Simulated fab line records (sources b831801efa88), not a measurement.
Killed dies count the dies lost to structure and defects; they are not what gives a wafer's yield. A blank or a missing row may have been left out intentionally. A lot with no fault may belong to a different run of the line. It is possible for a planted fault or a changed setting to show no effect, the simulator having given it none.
Which tool is to blame? / flow sky130 / 39 wafers from 13 lots sampled at 5 of the route's 708 steps

WHAT THE GAUGES SHOWED, per wafer
SKY_VIA2_CD_MEAS_12: the cd target is 200 nm.
lot=L152; measured=day 36 09:15; on=cdSem-01; cdNm (nm)=201.3 202.6 202.5
lot=L154; measured=day 37 08:06; on=cdSem-02; cdNm (nm)=198.1 200.0 199.9
lot=L156; measured=day 37 23:58; on=cdSem-02; cdNm (nm)=198.3 199.7 197.7
lot=L160; measured=day 39 10:35; on=cdSem-02; cdNm (nm)=200.2 198.9 198.0
lot=L162; measured=day 39 20:09; on=cdSem-01; cdNm (nm)=200.1 200.0 200.8
lot=L166; measured=day 41 08:06; on=cdSem-02; cdNm (nm)=199.8 200.0 199.6
lot=L167; measured=day 41 13:26; on=cdSem-01; cdNm (nm)=198.4 200.2 199.5
lot=L168; measured=day 41 17:08; on=cdSem-01; cdNm (nm)=199.2 197.5 198.4
lot=L169; measured=day 41 20:25; on=cdSem-02; cdNm (nm)=200.8 201.0 200.8
lot=L170; measured=day 42 04:39; on=cdSem-02; cdNm (nm)=196.2 196.4 196.1
lot=L172; measured=day 42 08:01; on=cdSem-02; cdNm (nm)=200.0 201.7 199.9
lot=L171; measured=day 42 14:15; on=cdSem-02; cdNm (nm)=200.8 200.5 199.6
lot=L174; measured=day 43 11:39; on=cdSem-01; cdNm (nm)=198.3 198.2 196.0

SKY_CAPM_RS_MEAS_03: measurement is done with a four-point probe.
lot=L152; measured=day 36 11:09; on=filmMetro-02; CAPM_TIN_RS (ohm/sq)=6.78 6.84 6.95
lot=L154; measured=day 37 10:00; on=filmMetro-03; CAPM_TIN_RS (ohm/sq)=6.94 6.87 6.99
lot=L156; measured=day 38 01:50; on=filmMetro-04; CAPM_TIN_RS (ohm/sq)=6.80 6.97 6.77
lot=L160; measured=day 39 12:28; on=filmMetro-02; CAPM_TIN_RS (ohm/sq)=11.54 11.22 11.55 11.54 11.23 11.58
lot=L162; measured=day 39 22:05; on=filmMetro-02; CAPM_TIN_RS (ohm/sq)=11.60 11.33 11.48 11.62 11.34 11.48
lot=L166; measured=day 41 10:04; on=filmMetro-02; CAPM_TIN_RS (ohm/sq)=6.87 6.88 6.85
lot=L167; measured=day 41 15:56; on=filmMetro-03; CAPM_TIN_RS (ohm/sq)=6.78 6.79 6.95
lot=L168; measured=day 41 19:30; on=filmMetro-03; CAPM_TIN_RS (ohm/sq)=6.95 6.95 7.03
lot=L169; measured=day 41 22:17; on=filmMetro-03; CAPM_TIN_RS (ohm/sq)=6.91 6.98 6.93
lot=L170; measured=day 42 06:31; on=filmMetro-02; CAPM_TIN_RS (ohm/sq)=6.91 6.87 6.76
lot=L172; measured=day 42 09:55; on=filmMetro-04; CAPM_TIN_RS (ohm/sq)=6.94 6.87 7.02
lot=L171; measured=day 42 16:10; on=filmMetro-04; CAPM_TIN_RS (ohm/sq)=6.78 6.65 6.84
lot=L174; measured=day 43 13:38; on=filmMetro-02; CAPM_TIN_RS (ohm/sq)=6.96 6.99 6.88

EACH LOT AND THE TOOL THAT RAN IT (in order: tool; ch and the chambers of the sampled wafers; start)
lot=L152; SKY_METAL3_SPUTTER_00=pvdSputter-01, day 36 10:48; SKY_METAL3_SPUTTER_01=pvdSputter-01, day 36 10:49; SKY_CAPM_SPUTTER_02=pvdSputter-03, day 36 11:02
lot=L154; SKY_METAL3_SPUTTER_00=pvdSputter-02, day 37 09:39; SKY_METAL3_SPUTTER_01=pvdSputter-02, day 37 09:40; SKY_CAPM_SPUTTER_02=pvdSputter-01, day 37 09:53
lot=L156; SKY_METAL3_SPUTTER_00=pvdSputter-04, day 38 01:28; SKY_METAL3_SPUTTER_01=pvdSputter-04, day 38 01:30; SKY_CAPM_SPUTTER_02=pvdSputter-01, day 38 01:43
lot=L160; SKY_METAL3_SPUTTER_00=pvdSputter-04, day 39 12:05; SKY_METAL3_SPUTTER_01=pvdSputter-04, day 39 12:06; SKY_CAPM_SPUTTER_02=pvdSputter-01, day 39 12:19
lot=L162; SKY_METAL3_SPUTTER_00=pvdSputter-02, day 39 21:44; SKY_METAL3_SPUTTER_01=pvdSputter-02, day 39 21:45; SKY_CAPM_SPUTTER_02=pvdSputter-01, day 39 21:58
lot=L166; SKY_METAL3_SPUTTER_00=pvdSputter-02, day 41 09:44; SKY_METAL3_SPUTTER_01=pvdSputter-02, day 41 09:45; SKY_CAPM_SPUTTER_02=pvdSputter-03, day 41 09:58
lot=L167; SKY_METAL3_SPUTTER_00=pvdSputter-01, day 41 15:33; SKY_METAL3_SPUTTER_01=pvdSputter-01, day 41 15:34; SKY_CAPM_SPUTTER_02=pvdSputter-02, day 41 15:47
lot=L168; SKY_METAL3_SPUTTER_00=pvdSputter-01, day 41 19:07; SKY_METAL3_SPUTTER_01=pvdSputter-01, day 41 19:08; SKY_CAPM_SPUTTER_02=pvdSputter-03, day 41 19:21
lot=L169; SKY_METAL3_SPUTTER_00=pvdSputter-04, day 41 21:55; SKY_METAL3_SPUTTER_01=pvdSputter-04, day 41 21:56; SKY_CAPM_SPUTTER_02=pvdSputter-02, day 41 22:10
lot=L170; SKY_METAL3_SPUTTER_00=pvdSputter-01, day 42 06:10; SKY_METAL3_SPUTTER_01=pvdSputter-01, day 42 06:11; SKY_CAPM_SPUTTER_02=pvdSputter-03, day 42 06:25
lot=L172; SKY_METAL3_SPUTTER_00=pvdSputter-01, day 42 09:34; SKY_METAL3_SPUTTER_01=pvdSputter-01, day 42 09:35; SKY_CAPM_SPUTTER_02=pvdSputter-02, day 42 09:47
lot=L171; SKY_METAL3_SPUTTER_00=pvdSputter-04, day 42 15:48; SKY_METAL3_SPUTTER_01=pvdSputter-04, day 42 15:49; SKY_CAPM_SPUTTER_02=pvdSputter-03, day 42 16:03
lot=L174; SKY_METAL3_SPUTTER_00=pvdSputter-04, day 43 13:14; SKY_METAL3_SPUTTER_01=pvdSputter-04, day 43 13:16; SKY_CAPM_SPUTTER_02=pvdSputter-03, day 43 13:31
- SKY_METAL3_SPUTTER_00: material Ti, target thk 15 nm, time 10 s.
- SKY_METAL3_SPUTTER_01: material TiN, target thk 20 nm, time 16.7 s.
- SKY_CAPM_SPUTTER_02: material TiN, target thk 200 nm, time 166.7 s.

AS READ BY THE TOOLS THEMSELVES (means over the sampled wafers that have a number; for cases with no such wafer, the mark the record gives instead)
SKY_METAL3_SPUTTER_00.
lot=L152; tool=pvdSputter-01; throttleValvePct (%)=30.3
lot=L154; tool=pvdSputter-02; throttleValvePct (%)=28.9
lot=L156; tool=pvdSputter-04; throttleValvePct (%)=31.1
lot=L160; tool=pvdSputter-04; throttleValvePct (%)=31.0
lot=L162; tool=pvdSputter-02; throttleValvePct (%)=29.0
lot=L166; tool=pvdSputter-02; throttleValvePct (%)=29.6
lot=L167; tool=pvdSputter-01; throttleValvePct (%)=29.8
lot=L168; tool=pvdSputter-01; throttleValvePct (%)=30.0
lot=L169; tool=pvdSputter-04; throttleValvePct (%)=30.6
lot=L170; tool=pvdSputter-01; throttleValvePct (%)=30.6
lot=L172; tool=pvdSputter-01; throttleValvePct (%)=30.9
lot=L171; tool=pvdSputter-04; throttleValvePct (%)=30.8
lot=L174; tool=pvdSputter-04; throttleValvePct (%)=30.5

SKY_METAL3_SPUTTER_01.
lot=L152; tool=pvdSputter-01; throttleValvePct (%)=30.5
lot=L154; tool=pvdSputter-02; throttleValvePct (%)=28.9
lot=L156; tool=pvdSputter-04; throttleValvePct (%)=31.1
lot=L160; tool=pvdSputter-04; throttleValvePct (%)=30.9
lot=L162; tool=pvdSputter-02; throttleValvePct (%)=28.9
lot=L166; tool=pvdSputter-02; throttleValvePct (%)=29.6
lot=L167; tool=pvdSputter-01; throttleValvePct (%)=29.7
lot=L168; tool=pvdSputter-01; throttleValvePct (%)=30.1
lot=L169; tool=pvdSputter-04; throttleValvePct (%)=30.6
lot=L170; tool=pvdSputter-01; throttleValvePct (%)=30.7
lot=L172; tool=pvdSputter-01; throttleValvePct (%)=31.0
lot=L171; tool=pvdSputter-04; throttleValvePct (%)=31.0
lot=L174; tool=pvdSputter-04; throttleValvePct (%)=30.7

SKY_CAPM_SPUTTER_02.
lot=L152; tool=pvdSputter-03; substrateTempC (C)=299.75; susceptorTempC (C)=299.98; throttleValvePct (%)=30.2
lot=L154; tool=pvdSputter-01; substrateTempC (C)=300.01; susceptorTempC (C)=299.87; throttleValvePct (%)=30.8
lot=L156; tool=pvdSputter-01; substrateTempC (C)=299.69; susceptorTempC (C)=300.09; throttleValvePct (%)=29.9
lot=L160; tool=pvdSputter-01; substrateTempC (C)=299.89; susceptorTempC (C)=300.10; throttleValvePct (%)=30.7
lot=L162; tool=pvdSputter-01; substrateTempC (C)=299.89; susceptorTempC (C)=299.80; throttleValvePct (%)=31.5
lot=L166; tool=pvdSputter-03; substrateTempC (C)=299.83; susceptorTempC (C)=300.06; throttleValvePct (%)=30.4
lot=L167; tool=pvdSputter-02; substrateTempC (C)=300.12; susceptorTempC (C)=300.17; throttleValvePct (%)=30.0
lot=L168; tool=pvdSputter-03; substrateTempC (C)=300.32; susceptorTempC (C)=300.02; throttleValvePct (%)=30.0
lot=L169; tool=pvdSputter-02; substrateTempC (C)=300.00; susceptorTempC (C)=299.89; throttleValvePct (%)=28.8
lot=L170; tool=pvdSputter-03; substrateTempC (C)=299.96; susceptorTempC (C)=299.97; throttleValvePct (%)=30.4
lot=L172; tool=pvdSputter-02; substrateTempC (C)=300.16; susceptorTempC (C)=300.07; throttleValvePct (%)=29.6
lot=L171; tool=pvdSputter-03; substrateTempC (C)=299.80; susceptorTempC (C)=300.03; throttleValvePct (%)=30.1
lot=L174; tool=pvdSputter-03; substrateTempC (C)=299.92; susceptorTempC (C)=300.14; throttleValvePct (%)=30.3

THE ANSWER, worked out from the rows above alone
Rule: usual is defined by the lots themselves. Put in order of their means at a reading, lots are off if they are a third of the lots or fewer, leave a main group of 4 or more, and stand apart from it by a gap of 3 or more times the standard deviation of the main group's means; of several such gaps the widest counts. A main group is skipped when, at the precision printed for the reading in the tables above, its means are all equal. A lot without any number at a reading at which 4 lots or more have one is off too. Where the step has rows for the other lots, those lots are counted as sound. Order of review: gauges by route order, followed by the tools' own readings, for which a lot's mean as printed above is used. At the first step where some lot is off, the reading lying furthest off is the one used; lots without a number count as furthest.
Off: L160, L162, at SKY_CAPM_RS_MEAS_03 (CAPM_TIN_RS). The main group has a mean of 6.89 ohm/sq with a standard deviation of 0.063.
A tool fits if, at a process step before that reading, it ran every lot that is off, and no sound lot after the first of them. Those tools and the gauges at SKY_CAPM_RS_MEAS_03 are tried in the same way. One fits: pvdSputter-01 at SKY_CAPM_SPUTTER_02. A fault onset in the window from L156 (day 38 01:43, its last sound lot) to L160 (day 39 12:19, its first lot off) fits.

WHAT HAD BEEN PUT IN BY THE SIMULATOR
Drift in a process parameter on pvdSputter-01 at SKY_CAPM_SPUTTER_02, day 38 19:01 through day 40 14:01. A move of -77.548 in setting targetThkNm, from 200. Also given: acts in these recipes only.
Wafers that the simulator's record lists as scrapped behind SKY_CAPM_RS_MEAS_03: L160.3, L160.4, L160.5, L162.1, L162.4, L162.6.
Lots struck among those shown: L160, L162. The rule above found the same.
